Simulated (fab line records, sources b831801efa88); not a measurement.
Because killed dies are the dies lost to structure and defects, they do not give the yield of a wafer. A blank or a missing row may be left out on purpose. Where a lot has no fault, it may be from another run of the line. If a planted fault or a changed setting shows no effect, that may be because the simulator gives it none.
What tool caused it? -- flow sky130 -- route of 708 steps, sampled at 1 step: 11 lots, 33 wafers

WHAT EACH GAUGE READ, for each wafer
SKY_LDD_LDN_OVL_MEAS_07. Usual: for LDD_LDN_OVL the level is 0.3 nm and the standard deviation is 1.7.
lot,measured,on,LDD_LDN_OVL (nm),flag
L351,day 22 17:41,overlay-02,0.5 2.8 0.3,
L352,day 23 02:46,overlay-01,-1.0 0.3 -0.2,
L353,day 23 15:01,overlay-02,1.6 -0.5 -0.3,
L355,day 24 15:43,overlay-01,-1.2 -1.0 -1.5,
L358,day 25 10:05,overlay-01,-0.5 1.0 0.2,
L359,day 25 20:58,overlay-01,1.6 1.8 -0.4,
L361,day 26 10:22,overlay-02,0.7 -0.3 -1.3,
L370,day 30 00:42,overlay-02,-2.9 -1.4 -3.6,
L371,day 30 01:55,overlay-01,-1.9 -0.4 0.3,
L373,day 30 15:47,overlay-01,-1.8 -2.5 -2.5,
L374,day 30 18:31,overlay-02,3.2 3.5 3.6,

WHAT TOOL EACH LOT RAN ON (gives the tool, then ch and the chambers of the sampled wafers, and finally the start)
No process step before these readings appears in the record.

AS READ BY THE TOOLS THEMSELVES (means over the sampled wafers that have a number; for cases with no such wafer, the mark the record gives instead)
The record holds no such reading with a usual standard deviation.

THE ANSWER, worked out from the rows above alone
Rule: a lot counts as off when the mean over its wafers that have a number is more than 3 standard deviations away from the usual mean. A lot without any number at a reading at which 4 lots or more have one is off too. Where the step has rows for the other lots, those lots are counted as sound. Order of review: gauges by route order, followed by the tools' own readings, for which a lot's mean as printed above is used. The first step at which some lot is off is used, and at that step the reading that is off furthest; a lot without a number counts as furthest.
Across all readings shown, no lot is off: no conclusion can be drawn from this.

WHAT THE SIMULATOR PUT IN
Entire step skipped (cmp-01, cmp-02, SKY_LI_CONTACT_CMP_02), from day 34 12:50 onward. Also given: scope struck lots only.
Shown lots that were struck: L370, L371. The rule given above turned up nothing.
